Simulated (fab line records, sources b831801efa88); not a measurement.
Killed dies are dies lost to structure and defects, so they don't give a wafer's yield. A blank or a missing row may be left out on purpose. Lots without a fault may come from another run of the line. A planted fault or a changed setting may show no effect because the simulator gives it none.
A struck lot beside a sound one | flow gf180mcu | 17 steps out of a route of 602
Sound: wafers L893.3, L893.4, L893.6. Struck: wafer L910.5. (L910.1 of the same lot was not struck and is left out.) The cause comes at the end.
At each step with rows: each side's tool, then ch and its chambers, then its first start. Under that, the readings that differ: sound wafers | struck wafers | difference of the means | sigmas: that difference in standard deviations of wafers without a fault.
alike: readings whose means differ by less than 2 such deviations, and words and numbers that are the same on both sides. not compared: withheld readings, readings that some wafer has no value for, bounds like >300 that may hide the same value, and numbers for which the record gives no deviation and whose values overlap.
The two part at a step that has a row with sigmas, a row that says differs or no value, or rows on one side only. Numbers that don't overlap but have no deviation are shown without sigmas and don't part them. A reading that every wafer of one side lacks parts them only if that side has two wafers or more.

first, 4 steps without rows for these wafers: GF_SAB_SOFTBAKE_05 (time 60 s); GF_SAB_EXPOSE_06 (exposes mask SAB, target cd 420 nm); GF_SAB_PEB_07; GF_SAB_DEVELOP_08 (develop time 60 s).
GF_SAB_CD_MEAS_09: target cd 420 nm.
  sound on cd_sem-01, day 17 09:26; struck on cd_sem-02, day 22 17:39
  alike: cd_nm
GF_SAB_OVL_MEAS_10:
  sound on overlay-02, day 17 09:32; struck on overlay-02, day 22 17:46
  alike: SAB_OVL
GF_SAB_ETCH_11: etches SiO2 in C4F8/O2/Ar, target depth 55 nm, time 8.5 s.
  sound on rie_diel-03 ch 0,1,3, day 17 09:34; struck on rie_diel-01 ch 0, day 22 17:49
  reading               | sound             | struck | difference | sigmas
  oes_product_au (a.u.) | 0.999 1.005 0.971 | 1.017  | +0.025     | +3
  not compared: rf_hours_counter_h
then, 1 step without rows for these wafers: GF_SAB_WET_ETCH_12 (etches SiO2 in dHF, target depth 22 nm, time 440 s).
GF_SAB_STRIP_13: strips in O2/N2.
  sound on plasma_asher-01 ch 0,1, day 17 09:44; struck on plasma_asher-01 ch 1, day 22 17:58
  alike: drypump_motor_current_A, heater_power_w, oes_product_au, strip_time_to_endpoint_s
  not compared: rf_hours_counter_h
then, 2 steps without rows for these wafers: GF_SALICIDE_CLEAN_00 (cleans in SC1/SC2, time 150 s); GF_SALICIDE_WET_ETCH_01 (etches SiO2 in dHF, target depth 5 nm, time 100 s).
GF_SALICIDE_SPUTTER_02: material Co, target thk 10 nm, time 20 s.
  sound on pvd_sputter-04, day 17 09:54; struck on pvd_sputter-03, day 22 18:08
  alike: cathode_dc_power_W, throttle_valve_pct
GF_SALICIDE_SPUTTER_03: material TiN, target thk 20 nm, time 16.7 s.
  sound on pvd_sputter-04, day 17 09:56; struck on pvd_sputter-03, day 22 18:10
  reading                                      | sound            | struck | difference | sigmas
  model.TiN_of_SALICIDE_SPUTTER_03.thk_nm (nm) | 20.03 19.8 19.86 | 21.87  | +1.97      |
  alike: cathode_dc_power_W, throttle_valve_pct
GF_SALICIDE_RS_MEAS_04: measures by four-point-probe.
  sound on film_metro-01, day 17 09:59; struck on film_metro-03, day 22 18:12
  alike: SALICIDE_TIN_RS
GF_SALICIDE_THK_MEAS_05: measures by xrf.
  sound on film_metro-01, day 17 10:05; struck on film_metro-03, day 22 18:19
  reading               | sound             | struck | difference | sigmas
  SALICIDE_TIN_THK (nm) | 19.87 19.68 19.67 | 21.68  | +1.94      | +8
GF_SALICIDE_RTA_06: time 30 s.
  sound on rtp_anneal-02 ch 0, day 17 10:10; struck on rtp_anneal-01 ch 0, day 22 18:23
  reading          | sound             | struck | difference | sigmas
  wafer_temp_C_max | 532.9 532.7 533.1 | 531.3  | -1.6       | -2
  alike: lamp_power_pct
GF_PASSIVATION_PROBE_99:
  the record has rows for the sound wafers here (prober-02, day 30 19:23) and none for the struck ones

WHERE THEY PART
First at GF_SAB_ETCH_11; last, within this record, at GF_PASSIVATION_PROBE_99.

WHY: what the simulator had put in
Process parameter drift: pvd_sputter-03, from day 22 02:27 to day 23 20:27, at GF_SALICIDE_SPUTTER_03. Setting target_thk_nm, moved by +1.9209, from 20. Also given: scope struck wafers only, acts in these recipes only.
